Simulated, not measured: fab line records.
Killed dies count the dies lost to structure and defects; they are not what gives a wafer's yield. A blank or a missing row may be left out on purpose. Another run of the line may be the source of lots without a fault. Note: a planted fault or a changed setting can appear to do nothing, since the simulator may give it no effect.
A lot that was struck, set against a sound lot	flow gf180mcu	27 steps out of a route of 602
Sound: wafers L222.1, L222.5, L222.6. Wafers L223.1, L223.2, L223.6 were the ones struck. The cause comes at the end.
At each step with rows: each side's tool, then ch and its chambers, then its first start. Under that, the readings that differ: sound wafers	struck wafers	difference of the means	sigmas: that difference in standard deviations of wafers without a fault.
alike: readings with means less than 2 such deviations apart, plus words and numbers identical on both sides. not compared: withheld readings, readings lacking a value on some wafer, bounds such as >300 that could conceal the same value, and numbers that have no deviation in the record and whose values overlap.
The two part at a step that has a row with sigmas, a row that says differs or no value, or rows on one side only. When numbers do not overlap yet have no deviation, they are printed without sigmas and do not part them. Lack of a reading on every wafer of one side parts them only where that side has two or more wafers.

GF_DNWELL_STRIP_08: strips in O2/N2.
  sound on plasma_asher-01 ch 0,1, day 4 07:46; struck on plasma_asher-03 ch 0,1, day 4 15:42
reading	sound	struck	difference	sigmas
chamber_pressure_mTorr (mTorr)	1498.5 1499.9 1499.8	1501.5 1503.0 1501.0	+2.4	+2
strip_time_to_endpoint_s (s)	36.90 36.83 36.86	37.09 37.04 37.14	+0.23	+2
  alike: drypump_motor_current_A, heater_power_w, oes_product_au
  not compared: rf_hours_counter_h
GF_DNWELL_TW_MEAS_09:
  sound on film_metro-01 at day 4 07:52; struck on film_metro-04 at day 4 15:48
reading	sound	struck	difference	sigmas
DNWELL_TW	1301 1305 1310	1371 1377 1374	+69	+3
then, 7 steps without rows for these wafers: GF_NWELL_DEHYDRATE_00 (time 60 s); GF_NWELL_HMDS_01 (prime time 60 s); GF_NWELL_COAT_02 (resist thk 3000 nm); GF_NWELL_SOFTBAKE_03; GF_NWELL_EXPOSE_04 (exposes mask Nwell, target cd 860 nm); GF_NWELL_PEB_05; GF_NWELL_DEVELOP_06 (develop time 60 s).
GF_NWELL_OVL_MEAS_07:
  sound on overlay-02 at day 4 21:07; struck on overlay-01 at day 5 05:14
  alike: NWELL_OVL
then, 2 steps without rows for these wafers: GF_NWELL_IMPLANT_08; GF_NWELL_IMPLANT_09.
GF_NWELL_STRIP_10: strips in O2/N2.
  sound on plasma_asher-02 ch 0,1, day 4 21:28; struck on plasma_asher-02 ch 0,1, day 5 05:34
  no value came back on the struck wafers for any of 5 readings (chamber_pressure_mTorr (mTorr), drypump_motor_current_A (A) and others); on the sound wafers chamber_pressure_mTorr (mTorr) reads 1501.0 1500.3 1500.2
reading	sound	struck	difference	sigmas
model.coat_of_NWELL_COAT_02.thk_nm (nm)	0 0 0	2995 2999 3004	+2999	
  not compared: rf_hours_counter_h
GF_NWELL_TW_MEAS_11:
  sound on film_metro-01 at day 4 21:34; struck on film_metro-04 at day 5 05:40
  alike: NWELL_TW
then, 7 steps without rows for these wafers: GF_LVPWELL_DEHYDRATE_00 (time 60 s); GF_LVPWELL_HMDS_01 (prime time 60 s); GF_LVPWELL_COAT_02 (resist thk 3000 nm); GF_LVPWELL_SOFTBAKE_03; GF_LVPWELL_EXPOSE_04 (exposes mask LVPWELL, target cd 600 nm); GF_LVPWELL_PEB_05; GF_LVPWELL_DEVELOP_06 (develop time 60 s).
GF_LVPWELL_OVL_MEAS_07:
  sound on overlay-02 at day 5 11:55; struck on overlay-01 at day 5 20:07
  alike: LVPWELL_OVL
then, 2 steps without rows for these wafers: GF_LVPWELL_IMPLANT_08; GF_LVPWELL_IMPLANT_09.
GF_LVPWELL_STRIP_10: strips in O2/N2.
  sound on plasma_asher-04 ch 0,1, day 5 12:15; struck on plasma_asher-02 ch 0,1, day 5 20:28
reading	sound	struck	difference	sigmas
oes_product_au (a.u.)	0.724 0.723 0.715	0.737 0.740 0.743	+0.019	+4
strip_time_to_endpoint_s (s)	36.87 36.84 36.80	81.06 81.20 81.33	+44.36	+99 or more
  alike: chamber_pressure_mTorr, drypump_motor_current_A, heater_power_w
  not compared: rf_hours_counter_h
GF_LVPWELL_TW_MEAS_11:
  sound on film_metro-01 at day 5 12:21; struck on film_metro-04 at day 5 20:34
reading	sound	struck	difference	sigmas
LVPWELL_TW	541 543 543	31 31 31	-511	-46
then, 1 step without rows for these wafers: GF_MVSD_DEHYDRATE_00 (time 60 s).

== WHERE THEY PART ==
At GF_DNWELL_STRIP_08 first; at GF_LVPWELL_TW_MEAS_11 last (within this record only).

WHY: what had been put in by the simulator
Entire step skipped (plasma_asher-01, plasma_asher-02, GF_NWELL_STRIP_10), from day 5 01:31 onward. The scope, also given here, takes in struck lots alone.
